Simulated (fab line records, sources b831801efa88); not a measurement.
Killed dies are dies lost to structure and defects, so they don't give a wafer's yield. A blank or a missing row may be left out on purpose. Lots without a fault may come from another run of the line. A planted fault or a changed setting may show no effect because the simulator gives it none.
Which tool did it? | flow sky130 | 24 lots, 72 wafers sampled, at 4 steps of a route of 708

WHAT THE GAUGES READ, wafer by wafer
SKY_VIA1_RS_MEAS_22: measures by four-point-probe.
lot  | measured     | on            | VIA1_W_RS (ohm/sq)
L074 | day 34 13:25 | film_metro-04 | 0.433 0.429 0.430
L075 | day 35 07:41 | film_metro-04 | 0.427 0.432 0.428
L077 | day 35 09:53 | film_metro-04 | 0.432 0.419 0.426
L076 | day 35 13:00 | film_metro-02 | 0.428 0.415 0.431
L079 | day 36 01:19 | film_metro-04 | 0.425 0.409 0.422
L080 | day 36 05:13 | film_metro-03 | 0.445 0.437 0.436
L078 | day 36 08:17 | film_metro-04 | 0.416 0.416 0.425
L081 | day 36 13:34 | film_metro-02 | 0.421 0.428 0.424
L082 | day 36 18:15 | film_metro-04 | 0.426 0.421 0.421
L083 | day 37 10:05 | film_metro-04 | 0.416 0.429 0.415
L084 | day 37 15:29 | film_metro-03 | 0.428 0.428 0.434
L085 | day 38 00:24 | film_metro-03 | 0.429 0.432 0.429
L087 | day 38 01:20 | film_metro-04 | 0.418 0.418 0.413
L086 | day 38 03:07 | film_metro-02 | 0.427 0.426 0.432
L088 | day 38 22:06 | film_metro-03 | 0.425 0.421 0.424
L089 | day 39 01:27 | film_metro-04 | 0.424 0.418 0.428
L090 | day 39 10:59 | film_metro-02 | 0.416 0.425 0.429
L091 | day 39 12:12 | film_metro-03 | 0.417 0.421 0.429
L092 | day 40 00:28 | film_metro-04 | 0.427 0.425 0.417
L093 | day 40 03:28 | film_metro-02 | 0.431 0.422 0.425
L094 | day 40 08:38 | film_metro-03 | 0.410 0.413 0.408
L095 | day 40 10:43 | film_metro-03 | 0.426 0.424 0.425
L096 | day 40 22:23 | film_metro-03 | 0.434 0.434 0.434
L097 | day 41 03:00 | film_metro-04 | 0.415 0.433 0.429

WHICH TOOL RAN EACH LOT (tool, then ch and the chambers of the sampled wafers, then the start)
lot  | SKY_LOCAL_INTERCONNECT_ETCH_13    | SKY_CONTACT_ETCH_16                | SKY_CONTACT_ETCH_17
L074 | rie_metal-03 ch 0,1, day 30 22:44 | rie_diel-02 ch 0,1,2, day 32 03:53 | rie_diel-02 ch 0,1,2, day 32 03:56
L075 | rie_metal-02 ch 0,1, day 31 18:05 | rie_diel-03 ch 0,1,2, day 32 22:38 | rie_diel-03 ch 0,1,2, day 32 22:41
L077 | rie_metal-02 ch 0,1, day 31 20:20 | rie_diel-02 ch 0,1,3, day 33 00:35 | rie_diel-02 ch 0,1,3, day 33 00:38
L076 | rie_metal-02 ch 0,1, day 31 23:14 | rie_diel-01 ch 0,1,3, day 33 03:38 | rie_diel-01 ch 0,1,3, day 33 03:40
L079 | rie_metal-02 ch 0,1, day 32 13:16 | rie_diel-02 ch 0,2,3, day 33 16:44 | rie_diel-02 ch 0,2,3, day 33 16:46
L080 | rie_metal-04 ch 0,1, day 32 15:41 | rie_diel-02 ch 0,1,2, day 33 20:02 | rie_diel-02 ch 0,1,2, day 33 20:04
L078 | rie_metal-02 ch 0, day 32 19:26   | rie_diel-03 ch 0,1,3, day 33 23:05 | rie_diel-03 ch 0,1,3, day 33 23:08
L081 | rie_metal-04 ch 0,1, day 33 00:50 | rie_diel-03 ch 1,2,3, day 34 04:44 | rie_diel-03 ch 1,2,3, day 34 04:47
L082 | rie_metal-03 ch 0,1, day 33 04:56 | rie_diel-01 ch 0,2,3, day 34 09:53 | rie_diel-01 ch 0,2,3, day 34 09:56
L083 | rie_metal-02 ch 0,1, day 33 20:43 | rie_diel-03 ch 0,3, day 35 00:50   | rie_diel-03 ch 0,2, day 35 00:53
L084 | rie_metal-04 ch 0, day 34 03:43   | rie_diel-01 ch 2,3, day 35 06:59   | rie_diel-01 ch 2,3, day 35 07:02
L085 | rie_metal-03 ch 0,1, day 34 12:25 | rie_diel-02 ch 1,2,3, day 35 15:26 | rie_diel-02 ch 1,2,3, day 35 15:29
L087 | rie_metal-03 ch 0,1, day 34 13:38 | rie_diel-02 ch 0,3, day 35 17:26   | rie_diel-02 ch 0,3, day 35 17:28
L086 | rie_metal-02 ch 0,1, day 34 14:53 | rie_diel-01 ch 0,2,3, day 35 18:44 | rie_diel-01 ch 0,2,3, day 35 18:47
L088 | rie_metal-02 ch 0,1, day 35 09:52 | rie_diel-03 ch 0,1,2, day 36 13:20 | rie_diel-03 ch 0,1,2, day 36 13:23
L089 | rie_metal-02 ch 0,1, day 35 14:07 | rie_diel-03 ch 0,2, day 36 18:29   | rie_diel-03 ch 0,2, day 36 18:32
L090 | rie_metal-03 ch 1, day 36 01:11   | rie_diel-01 ch 0,2,3, day 37 04:41 | rie_diel-01 ch 0,2,3, day 37 04:44
L091 | rie_metal-04 ch 0,1, day 36 01:34 | rie_diel-03 ch 2,3, day 37 05:02   | rie_diel-03 ch 2,3, day 37 05:05
L092 | rie_metal-02 ch 0,1, day 36 13:20 | rie_diel-01 ch 0,1,2, day 37 17:38 | rie_diel-01 ch 0,1,2, day 37 17:41
L093 | rie_metal-02 ch 0,1, day 36 17:17 | rie_diel-03 ch 1,2,3, day 37 20:53 | rie_diel-03 ch 1,2,3, day 37 20:56
L094 | rie_metal-02 ch 0,1, day 36 23:50 | rie_diel-03 ch 0,1, day 38 02:59   | rie_diel-03 ch 0,1, day 38 03:02
L095 | rie_metal-02 ch 0,1, day 37 02:16 | rie_diel-02 ch 0,2,3, day 38 05:05 | rie_diel-02 ch 0,2,3, day 38 05:08
L096 | rie_metal-02 ch 0, day 37 14:59   | rie_diel-01 ch 2,3, day 38 17:08   | rie_diel-01 ch 1,2,3, day 38 17:11
L097 | rie_metal-02 ch 0,1, day 37 19:04 | rie_diel-03 ch 0,1,3, day 38 21:47 | rie_diel-03 ch 0,1,3, day 38 21:50
- SKY_LOCAL_INTERCONNECT_ETCH_13: etches BARC in N2/H2, stops on SiO2, time 43.91 s, target depth 60 nm.
- SKY_CONTACT_ETCH_16: etches BARC in N2/H2, stops on SiO2, time 45.9 s, target depth 60 nm.
- SKY_CONTACT_ETCH_17: etches SiO2 in C4F8/O2/Ar, stops on Si3N4, target depth 340 nm.

WHAT THE TOOLS THEMSELVES READ (means of the sampled wafers that have a number; where no wafer has one, the mark that the record gives instead)
SKY_LOCAL_INTERCONNECT_ETCH_13.
lot  | tool         | drypump_motor_current_A (A) | oes_product_au (a.u.) | throttle_valve_pct (%)
L074 | rie_metal-03 | 5.4                         | 0.870                 | 13.222
L075 | rie_metal-02 | 5.7                         | 0.874                 | 13.232
L077 | rie_metal-02 | 5.9                         | 0.878                 | 13.233
L076 | rie_metal-02 | 5.7                         | 0.880                 | 13.227
L079 | rie_metal-02 | 5.8                         | 0.877                 | 13.221
L080 | rie_metal-04 | 5.9                         | 0.875                 | 13.228
L078 | rie_metal-02 | 5.6                         | 0.875                 | 13.226
L081 | rie_metal-04 | 5.9                         | 0.876                 | 13.218
L082 | rie_metal-03 | 5.1                         | 0.878                 | 13.233
L083 | rie_metal-02 | 5.7                         | 0.875                 | 13.220
L084 | rie_metal-04 | 6.2                         | 0.876                 | 13.221
L085 | rie_metal-03 | 5.1                         | 0.877                 | 13.238
L087 | rie_metal-03 | 5.4                         | 0.875                 | 13.233
L086 | rie_metal-02 | 5.9                         | 0.878                 | 13.234
L088 | rie_metal-02 | 6.0                         | 0.879                 | 13.219
L089 | rie_metal-02 | 5.9                         | 0.879                 | 13.227
L090 | rie_metal-03 | 4.9                         | 0.873                 | 13.229
L091 | rie_metal-04 | 5.9                         | 0.878                 | 13.241
L092 | rie_metal-02 | 5.9                         | 0.877                 | 13.229
L093 | rie_metal-02 | 5.8                         | 0.876                 | 13.227
L094 | rie_metal-02 | 5.9                         | 0.872                 | 13.229
L095 | rie_metal-02 | 6.0                         | 0.876                 | 13.227
L096 | rie_metal-02 | 5.6                         | 0.878                 | 13.224
L097 | rie_metal-02 | 5.7                         | 0.878                 | 13.233

SKY_CONTACT_ETCH_16.
lot  | tool        | drypump_motor_current_A (A) | oes_product_au (a.u.) | throttle_valve_pct (%)
L074 | rie_diel-02 | 6.2                         | 0.862                 | 13.225
L075 | rie_diel-03 | 5.8                         | 0.859                 | 13.224
L077 | rie_diel-02 | 5.8                         | 0.854                 | 13.223
L076 | rie_diel-01 | 5.9                         | 0.853                 | 13.220
L079 | rie_diel-02 | 5.8                         | 0.854                 | 13.237
L080 | rie_diel-02 | 6.2                         | 0.853                 | 13.225
L078 | rie_diel-03 | 6.0                         | 0.852                 | 13.212
L081 | rie_diel-03 | 6.2                         | 0.860                 | 13.217
L082 | rie_diel-01 | 5.7                         | 0.853                 | 13.233
L083 | rie_diel-03 | 5.7                         | 0.851                 | 13.220
L084 | rie_diel-01 | 5.8                         | 0.858                 | 13.223
L085 | rie_diel-02 | 6.0                         | 0.859                 | 13.223
L087 | rie_diel-02 | 5.4                         | 0.856                 | 13.218
L086 | rie_diel-01 | 5.7                         | 0.856                 | 13.238
L088 | rie_diel-03 | 5.8                         | 0.853                 | 13.227
L089 | rie_diel-03 | 5.4                         | 0.854                 | 13.210
L090 | rie_diel-01 | 5.7                         | 0.855                 | 13.221
L091 | rie_diel-03 | 6.2                         | 0.853                 | 13.233
L092 | rie_diel-01 | 6.2                         | 0.854                 | 13.226
L093 | rie_diel-03 | 6.2                         | 0.855                 | 13.219
L094 | rie_diel-03 | 5.6                         | 0.854                 | 13.229
L095 | rie_diel-02 | 5.8                         | 0.859                 | 13.224
L096 | rie_diel-01 | 5.5                         | 0.853                 | 13.223
L097 | rie_diel-03 | 6.0                         | 0.856                 | 13.214

SKY_CONTACT_ETCH_17.
lot  | tool        | oes_product_au (a.u.)
L074 | rie_diel-02 | 0.890
L075 | rie_diel-03 | 0.894
L077 | rie_diel-02 | 0.893
L076 | rie_diel-01 | 0.895
L079 | rie_diel-02 | 0.892
L080 | rie_diel-02 | 0.890
L078 | rie_diel-03 | 0.893
L081 | rie_diel-03 | 0.891
L082 | rie_diel-01 | 0.893
L083 | rie_diel-03 | 0.893
L084 | rie_diel-01 | 0.892
L085 | rie_diel-02 | 0.888
L087 | rie_diel-02 | 0.896
L086 | rie_diel-01 | 0.890
L088 | rie_diel-03 | 0.894
L089 | rie_diel-03 | 0.896
L090 | rie_diel-01 | 0.888
L091 | rie_diel-03 | 0.887
L092 | rie_diel-01 | 0.898
L093 | rie_diel-03 | 0.893
L094 | rie_diel-03 | 0.893
L095 | rie_diel-02 | 0.887
L096 | rie_diel-01 | 0.896
L097 | rie_diel-03 | 0.889

THE ANSWER, worked out from the rows above alone
Rule: what is usual is taken from the lots themselves. Put in order of their means at a reading, lots are off if they are a third of the lots or fewer, leave a main group of 4 or more, and stand apart from it by a gap of 3 or more times the standard deviation of the main group's means; of several such gaps the widest counts. A main group whose means are all the same, to the digits that the tables above print for the reading, isn't used. A lot without any number at a reading at which 4 lots or more have one is off too. The other lots that the step has rows for count as sound. The gauges are gone through in route order, then the tools' own readings, and for those a lot's mean is taken as printed above. The first step at which some lot is off is used, and at that step the reading that is off furthest; a lot without a number counts as furthest.
No lot is off at any reading shown: from this, nothing can be told.

WHAT THE SIMULATOR HAD PUT IN
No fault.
